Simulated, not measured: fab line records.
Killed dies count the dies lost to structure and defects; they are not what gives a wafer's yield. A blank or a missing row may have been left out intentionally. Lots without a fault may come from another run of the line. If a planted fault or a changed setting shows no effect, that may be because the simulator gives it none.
Which of the tools did it? / flow sky130 / 12 lots with 36 wafers sampled at 5 steps, on a route of 708 steps

## WHAT THE GAUGES SHOWED, per wafer
SKY_RES_PROTECT_TW_MEAS_08. Usual: POLY_GATE_TW typically reads 4031, with standard deviation 36.
lot=L952; measured=day 15 02:07; on=film metro-04; POLY_GATE_TW=3995 3975 3997; flag=
lot=L953; measured=day 15 19:55; on=film metro-02; POLY_GATE_TW=4029 4026 4024; flag=
lot=L956; measured=day 17 17:28; on=film metro-04; POLY_GATE_TW=4011 4015 3994; flag=
lot=L960; measured=day 18 09:34; on=film metro-04; POLY_GATE_TW=3985 3997 3981; flag=
lot=L962; measured=day 18 17:34; on=film metro-02; POLY_GATE_TW=4071 4034 4035; flag=
lot=L961; measured=day 18 18:05; on=film metro-04; POLY_GATE_TW=4000 3989 4013; flag=
lot=L964; measured=day 19 17:43; on=film metro-02; POLY_GATE_TW=4037 4060 4046; flag=
lot=L965; measured=day 20 04:44; on=film metro-03; POLY_GATE_TW=4072 4079 4091; flag=
lot=L966; measured=day 20 13:19; on=film metro-03; POLY_GATE_TW=4094 4088 4104; flag=
lot=L969; measured=day 21 11:43; on=film metro-04; POLY_GATE_TW=3982 3986 3995; flag=
lot=L973; measured=day 23 03:26; on=film metro-03; POLY_GATE_TW=4112 4089 4096; flag=
lot=L974; measured=day 23 06:01; on=film metro-02; POLY_GATE_TW=4022 4045 4013; flag=

SKY_SD_N_RS_MEAS_17: a four-point-probe measurement. Usual: SD_P_RS typically reads 147.2 ohm/sq, with standard deviation 0.39.
lot=L952; measured=day 27 20:27; on=film metro-01; SD_P_RS (ohm/sq)=147.8 147.7 147.6; flag=
lot=L953; measured=day 28 18:08; on=film metro-02; SD_P_RS (ohm/sq)=147.1 147.0 147.3; flag=
lot=L956; measured=day 30 10:54; on=film metro-01; SD_P_RS (ohm/sq)=146.9 146.4 146.9; flag=
lot=L960; measured=day 31 02:38; on=film metro-03; SD_P_RS (ohm/sq)=147.1 147.5 147.2; flag=
lot=L962; measured=day 31 09:26; on=film metro-03; SD_P_RS (ohm/sq)=147.1 146.5 147.1; flag=
lot=L961; measured=day 31 09:38; on=film metro-02; SD_P_RS (ohm/sq)=147.4 147.7 147.9; flag=
lot=L964; measured=day 32 07:17; on=film metro-01; SD_P_RS (ohm/sq)=146.9 147.6 147.4; flag=
lot=L965; measured=day 32 13:08; on=film metro-01; SD_P_RS (ohm/sq)=147.3 147.8 147.7; flag=
lot=L966; measured=day 32 22:47; on=film metro-03; SD_P_RS (ohm/sq)=146.8 147.1 147.0; flag=
lot=L969; measured=day 33 19:47; on=film metro-02; SD_P_RS (ohm/sq)=147.4 147.8 147.5; flag=
lot=L973; measured=day 35 06:24; on=film metro-02; SD_P_RS (ohm/sq)=147.5 148.0 147.8; flag=
lot=L974; measured=day 35 10:28; on=film metro-03; SD_P_RS (ohm/sq)=146.7 146.9 147.1; flag=

SKY_LOCAL_INTERCONNECT_CD_MEAS_11: the cd target is 170 nm. Usual: cd nm reads 170.5 nm (standard deviation 1.3).
lot=L952; measured=day 30 07:51; on=cd sem-02; cd nm (nm)=170.1 168.5 168.7; flag=
lot=L953; measured=day 31 04:40; on=cd sem-02; cd nm (nm)=170.7 170.6 170.4; flag=
lot=L956; measured=day 32 21:38; on=cd sem-02; cd nm (nm)=170.1 169.4 171.3; flag=
lot=L960; measured=day 33 11:20; on=cd sem-02; cd nm (nm)=170.6 171.5 170.0; flag=
lot=L962; measured=day 33 17:43; on=cd sem-01; cd nm (nm)=170.9 169.9 170.6; flag=
lot=L961; measured=day 33 19:19; on=cd sem-02; cd nm (nm)=168.3 168.3 171.1; flag=
lot=L964; measured=day 34 15:13; on=cd sem-02; cd nm (nm)=172.7 172.8 170.9; flag=
lot=L965; measured=day 34 21:31; on=cd sem-02; cd nm (nm)=160.5 161.4 161.8; flag=OFF
lot=L966; measured=day 35 06:28; on=cd sem-02; cd nm (nm)=160.5 160.9 159.4; flag=OFF
lot=L969; measured=day 36 04:22; on=cd sem-01; cd nm (nm)=164.5 162.9 166.1; flag=OFF
lot=L973; measured=day 37 13:29; on=cd sem-02; cd nm (nm)=169.9 172.4 170.8; flag=
lot=L974; measured=day 37 17:22; on=cd sem-02; cd nm (nm)=170.5 170.8 170.9; flag=

## TOOL THAT RAN EACH LOT (tool first, then ch and the chambers of the sampled wafers, then the start)
lot=L952; SKY_POLY_GATE_ETCH_15=rie diel-04 ch 1,2,3, day 16 08:48; SKY_LOCAL_INTERCONNECT_EXPOSE_08=krf scanner-02 ch 0, day 29 17:39
lot=L953; SKY_POLY_GATE_ETCH_15=rie diel-03 ch 0,1, day 17 04:00; SKY_LOCAL_INTERCONNECT_EXPOSE_08=krf scanner-02 ch 0, day 30 14:46
lot=L956; SKY_POLY_GATE_ETCH_15=rie diel-03 ch 0,2, day 19 01:16; SKY_LOCAL_INTERCONNECT_EXPOSE_08=krf scanner-01 ch 0, day 32 08:19
lot=L960; SKY_POLY_GATE_ETCH_15=rie diel-03 ch 0,2, day 19 19:04; SKY_LOCAL_INTERCONNECT_EXPOSE_08=krf scanner-02 ch 0, day 32 21:40
lot=L962; SKY_POLY_GATE_ETCH_15=rie diel-03 ch 2,3, day 20 02:00; SKY_LOCAL_INTERCONNECT_EXPOSE_08=krf scanner-01 ch 0, day 33 04:19
lot=L961; SKY_POLY_GATE_ETCH_15=rie diel-01 ch 2,3, day 20 03:23; SKY_LOCAL_INTERCONNECT_EXPOSE_08=krf scanner-02 ch 0, day 33 05:53
lot=L964; SKY_POLY_GATE_ETCH_15=rie diel-04 ch 1,2, day 21 02:38; SKY_LOCAL_INTERCONNECT_EXPOSE_08=krf scanner-01 ch 0, day 34 02:04
lot=L965; SKY_POLY_GATE_ETCH_15=rie diel-04 ch 1,2,3, day 21 12:50; SKY_LOCAL_INTERCONNECT_EXPOSE_08=krf scanner-02 ch 0, day 34 08:06
lot=L966; SKY_POLY_GATE_ETCH_15=rie diel-01 ch 0,3, day 21 21:52; SKY_LOCAL_INTERCONNECT_EXPOSE_08=krf scanner-02 ch 0, day 34 17:18
lot=L969; SKY_POLY_GATE_ETCH_15=rie diel-03 ch 2,3, day 22 19:08; SKY_LOCAL_INTERCONNECT_EXPOSE_08=krf scanner-02 ch 0, day 35 14:49
lot=L973; SKY_POLY_GATE_ETCH_15=rie diel-01 ch 0,2, day 24 11:12; SKY_LOCAL_INTERCONNECT_EXPOSE_08=krf scanner-01 ch 0, day 37 00:43
lot=L974; SKY_POLY_GATE_ETCH_15=rie diel-04 ch 1,2,3, day 24 14:35; SKY_LOCAL_INTERCONNECT_EXPOSE_08=krf scanner-01 ch 0, day 37 04:36
- SKY_POLY_GATE_ETCH_15: etches BARC in N2/H2, stops on SiO2, time 118.5 s, target depth 110 nm.
- SKY_LOCAL_INTERCONNECT_EXPOSE_08: exposes mask LI1M, target cd 170 nm.

## AS READ BY THE TOOLS THEMSELVES (means over the sampled wafers that have a number; for cases with no such wafer, the mark the record gives instead)
SKY_POLY_GATE_ETCH_15. Usual: drypump motor current A 5.8 A, standard deviation 0.47; oes product au 0.716 a.u., standard deviation 0.0044; throttle valve pct 13.213 %, standard deviation 0.0081.
lot=L952; tool=rie diel-04; drypump motor current A (A)=5.6; oes product au (a.u.)=0.715; throttle valve pct (%)=13.208; flag=
lot=L953; tool=rie diel-03; drypump motor current A (A)=6.3; oes product au (a.u.)=0.715; throttle valve pct (%)=13.220; flag=
lot=L956; tool=rie diel-03; drypump motor current A (A)=6.2; oes product au (a.u.)=0.713; throttle valve pct (%)=13.215; flag=
lot=L960; tool=rie diel-03; drypump motor current A (A)=6.2; oes product au (a.u.)=0.715; throttle valve pct (%)=13.210; flag=
lot=L962; tool=rie diel-03; drypump motor current A (A)=5.9; oes product au (a.u.)=0.715; throttle valve pct (%)=13.209; flag=
lot=L961; tool=rie diel-01; drypump motor current A (A)=5.5; oes product au (a.u.)=0.716; throttle valve pct (%)=13.211; flag=
lot=L964; tool=rie diel-04; drypump motor current A (A)=5.8; oes product au (a.u.)=0.712; throttle valve pct (%)=13.211; flag=
lot=L965; tool=rie diel-04; drypump motor current A (A)=5.6; oes product au (a.u.)=0.715; throttle valve pct (%)=13.218; flag=
lot=L966; tool=rie diel-01; drypump motor current A (A)=5.4; oes product au (a.u.)=0.715; throttle valve pct (%)=13.218; flag=
lot=L969; tool=rie diel-03; drypump motor current A (A)=5.6; oes product au (a.u.)=0.720; throttle valve pct (%)=13.211; flag=
lot=L973; tool=rie diel-01; drypump motor current A (A)=5.4; oes product au (a.u.)=0.717; throttle valve pct (%)=13.214; flag=
lot=L974; tool=rie diel-04; drypump motor current A (A)=5.6; oes product au (a.u.)=0.717; throttle valve pct (%)=13.220; flag=

SKY_LOCAL_INTERCONNECT_EXPOSE_08. Usual: exposure dose mJ cm2 reads 27.999 (standard deviation 0.029).
lot=L952; tool=krf scanner-02; exposure dose mJ cm2=28.001; flag=
lot=L953; tool=krf scanner-02; exposure dose mJ cm2=27.985; flag=
lot=L956; tool=krf scanner-01; exposure dose mJ cm2=28.007; flag=
lot=L960; tool=krf scanner-02; exposure dose mJ cm2=28.003; flag=
lot=L962; tool=krf scanner-01; exposure dose mJ cm2=28.010; flag=
lot=L961; tool=krf scanner-02; exposure dose mJ cm2=27.956; flag=
lot=L964; tool=krf scanner-01; exposure dose mJ cm2=28.008; flag=
lot=L965; tool=krf scanner-02; exposure dose mJ cm2=29.437; flag=OFF
lot=L966; tool=krf scanner-02; exposure dose mJ cm2=29.460; flag=OFF
lot=L969; tool=krf scanner-02; exposure dose mJ cm2=28.893; flag=OFF
lot=L973; tool=krf scanner-01; exposure dose mJ cm2=28.013; flag=
lot=L974; tool=krf scanner-01; exposure dose mJ cm2=28.014; flag=

## THE ANSWER, worked out from the rows above alone
Rule: lot off if the mean of its wafers having a number is beyond 3 standard deviations from the usual mean. Also off: a lot with no number at a reading for which 4 or more lots have one. Any other lot the step has rows for is counted as sound. After the gauges, taken in route order, come the tools' own readings; for these a lot's mean is taken, as printed above. The first step at which some lot is off is used, and at that step the reading that is off furthest; a lot without a number counts as furthest.
Off at SKY_LOCAL_INTERCONNECT_CD_MEAS_11 (cd nm): L965, L966, L969.
If a tool, at a process step before that reading, ran all the lots that are off and no sound lot after the first of them, it fits. The gauges at SKY_LOCAL_INTERCONNECT_CD_MEAS_11 aren't tried: what is off there is off at SKY_LOCAL_INTERCONNECT_EXPOSE_08 too, on other tools, and a gauge's error can't cause that. One candidate fits, namely krf scanner-02 at SKY_LOCAL_INTERCONNECT_EXPOSE_08. A fault onset in the window from L961 (day 33 05:53, its last sound lot) to L965 (day 34 08:06, its first lot off) fits.
The tool's own readings at SKY_LOCAL_INTERCONNECT_EXPOSE_08 bear it out: on the lots that are off they differ by more than 5 times the standard deviation of the sound lots' means. exposure dose mJ cm2 reads 29.263 there against 28.000 on the sound lots.

## WHAT WAS PUT IN BY THE SIMULATOR
Drift in process parameters on krf scanner-02 at SKY_LOCAL_INTERCONNECT_EXPOSE_08, starting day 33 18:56. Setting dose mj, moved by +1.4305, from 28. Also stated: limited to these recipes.
Struck lots among those shown: L965, L966, L969. The rule above found the same.
